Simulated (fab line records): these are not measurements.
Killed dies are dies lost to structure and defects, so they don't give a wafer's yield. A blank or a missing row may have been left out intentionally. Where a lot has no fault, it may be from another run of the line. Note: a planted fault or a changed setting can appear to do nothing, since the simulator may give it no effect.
Which of the tools did it? || flow gf180mcu || 12 lots with 36 wafers sampled at 2 steps, on a route of 602 steps

== WHAT EACH GAUGE READ, for each wafer ==
GF_V1_CD_MEAS_14: target cd 260 nm.
{"lot": "L075", "measured": "day 19 03:09", "on": "cdSem-02", "cdNm (nm)": "261.3 260.4 259.8"}
{"lot": "L077", "measured": "day 19 14:04", "on": "cdSem-01", "cdNm (nm)": "260.1 259.3 258.1"}
{"lot": "L079", "measured": "day 20 04:34", "on": "cdSem-01", "cdNm (nm)": "260.4 260.5 260.7"}
{"lot": "L081", "measured": "day 21 00:12", "on": "cdSem-01", "cdNm (nm)": "259.8 260.1 261.0"}
{"lot": "L082", "measured": "day 21 21:01", "on": "cdSem-01", "cdNm (nm)": "260.6 260.3 260.8"}
{"lot": "L085", "measured": "day 22 09:46", "on": "cdSem-02", "cdNm (nm)": "260.5 260.9 259.8"}
{"lot": "L087", "measured": "day 23 06:38", "on": "cdSem-02", "cdNm (nm)": "260.0 260.3 258.7"}
{"lot": "L089", "measured": "day 23 19:44", "on": "cdSem-01", "cdNm (nm)": "259.9 260.2 258.4"}
{"lot": "L091", "measured": "day 24 13:04", "on": "cdSem-01", "cdNm (nm)": "259.3 260.7 259.7"}
{"lot": "L093", "measured": "day 25 08:50", "on": "cdSem-01", "cdNm (nm)": "260.3 260.4 260.6"}
{"lot": "L095", "measured": "day 25 18:32", "on": "cdSem-01", "cdNm (nm)": "260.4 261.3 261.7"}
{"lot": "L097", "measured": "day 26 01:40", "on": "cdSem-02", "cdNm (nm)": "260.1 260.4 261.9"}

== EACH LOT AND THE TOOL THAT RAN IT (in order: tool; ch and the chambers of the sampled wafers; start) ==
{"lot": "L075", "GF_M1_SPUTTER_01": "pvdSputter-01, day 17 01:54"}
{"lot": "L077", "GF_M1_SPUTTER_01": "pvdSputter-03, day 17 11:44"}
{"lot": "L079", "GF_M1_SPUTTER_01": "pvdSputter-03, day 18 02:32"}
{"lot": "L081", "GF_M1_SPUTTER_01": "pvdSputter-01, day 18 22:31"}
{"lot": "L082", "GF_M1_SPUTTER_01": "pvdSputter-01, day 19 19:16"}
{"lot": "L085", "GF_M1_SPUTTER_01": "pvdSputter-01, day 20 08:27"}
{"lot": "L087", "GF_M1_SPUTTER_01": "pvdSputter-01, day 21 07:17"}
{"lot": "L089", "GF_M1_SPUTTER_01": "pvdSputter-04, day 21 21:25"}
{"lot": "L091", "GF_M1_SPUTTER_01": "pvdSputter-04, day 22 14:58"}
{"lot": "L093", "GF_M1_SPUTTER_01": "pvdSputter-01, day 23 10:31"}
{"lot": "L095", "GF_M1_SPUTTER_01": "pvdSputter-03, day 23 21:01"}
{"lot": "L097", "GF_M1_SPUTTER_01": "pvdSputter-01, day 24 04:46"}
- GF_M1_SPUTTER_01: material TiN, target thk 30 nm, time 25 s.

== THE ANSWER, worked out from the rows above alone ==
Rule: the usual values come from the lots themselves. The widest of any qualifying gaps counts: lots, ordered by their means at a reading, are off when they make up no more than a third of the lots, leave a main group of 4 or more, and stand apart from it by 3 or more times the standard deviation of that group's means. Not used: any main group whose means are identical at the precision the tables above print for the reading. A lot without any number at a reading at which 4 lots or more have one is off too. All remaining lots with rows at the step are treated as sound.
Nothing can be told from this: no lot is off at any reading shown.

== WHAT THE SIMULATOR PUT IN ==
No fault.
